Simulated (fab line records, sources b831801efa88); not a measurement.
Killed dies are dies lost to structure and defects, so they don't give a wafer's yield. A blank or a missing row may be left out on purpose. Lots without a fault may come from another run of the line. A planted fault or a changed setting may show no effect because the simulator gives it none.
Chamber matching | flow sky130 | SKY_FIELD_ISO_ETCH_17 on rie_si-01: 4 sister chambers
The step etches Si in HBr/Cl2/O2, target depth 342 nm, time 97.7 s. 4 wafers are shown with their chamber, then 7 later ones without.

WAFERS WITH THEIR CHAMBER
wafer  | chamber | drypump_motor_current_A (A)
L735.6 | 0       | 5.5
L738.5 | 1       | 5.1
L740.2 | 3       | 6.0
L740.4 | 2       | 6.2

WAFERS WITHOUT THEIR CHAMBER
wafer  | drypump_motor_current_A (A)
L740.6 | 5.0
L741.1 | 5.6
L741.2 | 6.3
L741.5 | 5.6
L742.4 | 5.0
L742.5 | 6.3
L742.6 | 5.0

WHICH CHAMBER EACH WENT THROUGH
wafer  | from the rows above | in truth
L740.6 | 1                   | 1
L741.1 | 0                   | 0
L741.2 | 2                   | 2
L741.5 | 0                   | 0
L742.4 | 1                   | 1
L742.5 | 2                   | 2
L742.6 | 1                   | 1
Placed correctly: 7 of 7. Can't be placed from these rows: 0. Placed wrongly: 0.
How it was worked out, from the rows above alone: a wafer's distance from a chamber is the root of the sum, over the readings, of the square of ((its reading less the chamber's mean) divided by the reading's scatter). The wafer belongs to the nearest chamber; if the next one is less than 2 further off, it can't be placed. A chamber's mean is the mean of its shown wafers. The scatter: with one shown wafer a chamber, the root of the mean of the squares of how far each hidden wafer lies from its nearest shown one.
